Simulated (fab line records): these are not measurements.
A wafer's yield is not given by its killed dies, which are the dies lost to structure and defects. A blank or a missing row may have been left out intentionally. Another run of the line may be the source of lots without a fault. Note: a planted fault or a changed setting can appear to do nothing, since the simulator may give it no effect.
Matching of chambers || flow gf180mcu || GF_CONTACT_CMP_04 on cmp-02: 4 sister chambers
The step polishes SiO2. 8 wafers are shown with their chamber, then 6 later ones without.

## WAFERS, EACH WITH ITS CHAMBER
{"wafer": "L325.5", "chamber": 3, "motor current A (A)": 11.8, "slurry flow ml min": 150.0}
{"wafer": "L326.3", "chamber": 1, "motor current A (A)": 12.3, "slurry flow ml min": 150.5}
{"wafer": "L327.5", "chamber": 3, "motor current A (A)": 11.5, "slurry flow ml min": 150.2}
{"wafer": "L328.4", "chamber": 0, "motor current A (A)": 10.5, "slurry flow ml min": 149.8}
{"wafer": "L328.5", "chamber": 1, "motor current A (A)": 12.0, "slurry flow ml min": 149.5}
{"wafer": "L328.6", "chamber": 2, "motor current A (A)": 10.8, "slurry flow ml min": 150.2}
{"wafer": "L329.3", "chamber": 0, "motor current A (A)": 10.3, "slurry flow ml min": 150.3}
{"wafer": "L329.6", "chamber": 2, "motor current A (A)": 11.0, "slurry flow ml min": 149.8}

## WAFERS WITHOUT THEIR CHAMBER
{"wafer": "L341.1", "motor current A (A)": 10.8, "slurry flow ml min": 150.1}
{"wafer": "L341.4", "motor current A (A)": 11.7, "slurry flow ml min": 149.6}
{"wafer": "L341.5", "motor current A (A)": 11.1, "slurry flow ml min": 149.5}
{"wafer": "L342.2", "motor current A (A)": 10.4, "slurry flow ml min": 149.7}
{"wafer": "L342.5", "motor current A (A)": 11.0, "slurry flow ml min": 149.3}
{"wafer": "L342.6", "motor current A (A)": 11.6, "slurry flow ml min": 149.2}

## THE CHAMBER EACH PASSED THROUGH
{"wafer": "L341.1", "from the rows above": "can't be placed: 2 or 0", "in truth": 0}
{"wafer": "L341.4", "from the rows above": "can't be placed: 3 or 1", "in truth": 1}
{"wafer": "L341.5", "from the rows above": "can't be placed: 2 or 3", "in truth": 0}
{"wafer": "L342.2", "from the rows above": 0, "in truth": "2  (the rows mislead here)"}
{"wafer": "L342.5", "from the rows above": 2, "in truth": 2}
{"wafer": "L342.6", "from the rows above": "can't be placed: 3 or 1", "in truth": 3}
Placed correctly: 1 of 6. Cannot be placed on the basis of these rows: 4; the candidates contain the true chamber in 3. Placed wrongly: 1.
How it was worked out, from the rows above alone: a wafer's distance from a chamber is the root of the sum, over the readings, of the square of ((its reading less the chamber's mean) divided by the reading's scatter). The wafer belongs to the nearest chamber; if the next one is less than 2 further off, it can't be placed. A chamber's mean is the mean of its shown wafers. How the scatter is found: for the shown wafers, subtract from each reading the mean of its chamber, square and add these, divide the total by (wafers less chambers), then take the root.
